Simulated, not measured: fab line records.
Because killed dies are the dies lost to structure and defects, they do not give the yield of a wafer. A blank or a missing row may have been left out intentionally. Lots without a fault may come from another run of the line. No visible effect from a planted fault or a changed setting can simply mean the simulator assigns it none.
Chamber matching ; flow sfq-line ; rie-diel-01 running SFQ_TRILAYER_I0_VIA_ETCH_VIA_ETCH_034: 4 sister chambers
The step etches SiO2 in CHF3, stops on Nb, target depth 260 nm. 14 wafers are shown with their chamber, then 6 later ones without.

== WAFERS PAIRED WITH THEIR CHAMBERS ==
wafer;chamber;drypump-motor-current-A (A);oes-product-au (a.u.);rf-fwd-power-W (W)
L696.2;1;5.2;0.858;497.8
L696.4;0;5.6;0.860;498.1
L696.5;1;5.2;0.853;499.4
L697.3;0;5.6;0.858;499.7
L697.4;3;5.4;0.852;501.3
L697.5;1;5.2;0.861;497.5
L698.2;2;6.3;0.862;498.7
L698.4;1;5.2;0.858;499.5
L698.5;1;5.2;0.849;499.1
L708.2;1;5.2;0.861;497.9
L708.4;3;5.4;0.854;499.5
L714.1;1;5.2;0.861;496.9
L714.2;2;6.4;0.856;500.4
L714.5;0;5.6;0.859;499.9

SIGNATURES (means of the wafers above)
reading;chamber 0;chamber 1;chamber 2;chamber 3;scatter within a chamber
drypump-motor-current-A;5.600;5.200;6.350;5.400;0.0224
oes-product-au;0.85900;0.85729;0.85900;0.85300;0.00389
rf-fwd-power-W;499.233;498.300;499.550;500.400;1.06
Rule: for a wafer and a chamber, the distance is found by dividing, reading by reading, the gap between the wafer's reading and the chamber's mean by the reading's scatter, squaring, summing and taking the root. The wafer belongs to the nearest chamber; if the next one is less than 2 further off, it can't be placed. The scatter is the square root of a quotient: the sum, over the shown wafers, of each reading's squared deviation from its chamber's mean, divided by wafers minus chambers.

== WAFERS WHOSE CHAMBER IS MISSING ==
wafer;drypump-motor-current-A (A);oes-product-au (a.u.);rf-fwd-power-W (W)
L715.1;5.2;0.857;499.4
L715.2;5.6;0.855;498.7
L715.3;6.4;0.851;497.7
L717.1;6.4;0.849;498.4
L717.2;5.4;0.856;499.9
L717.3;5.6;0.861;497.2

== WHICH CHAMBER EACH ONE RAN IN ==
wafer;from the rows above;in truth
L715.1;1;1
L715.2;0;0
L715.3;2;2
L717.1;2;2
L717.2;3;3
L717.3;0;0
6 of 6 placed correctly. Left unplaced by these rows: 0. Placed wrongly: 0.
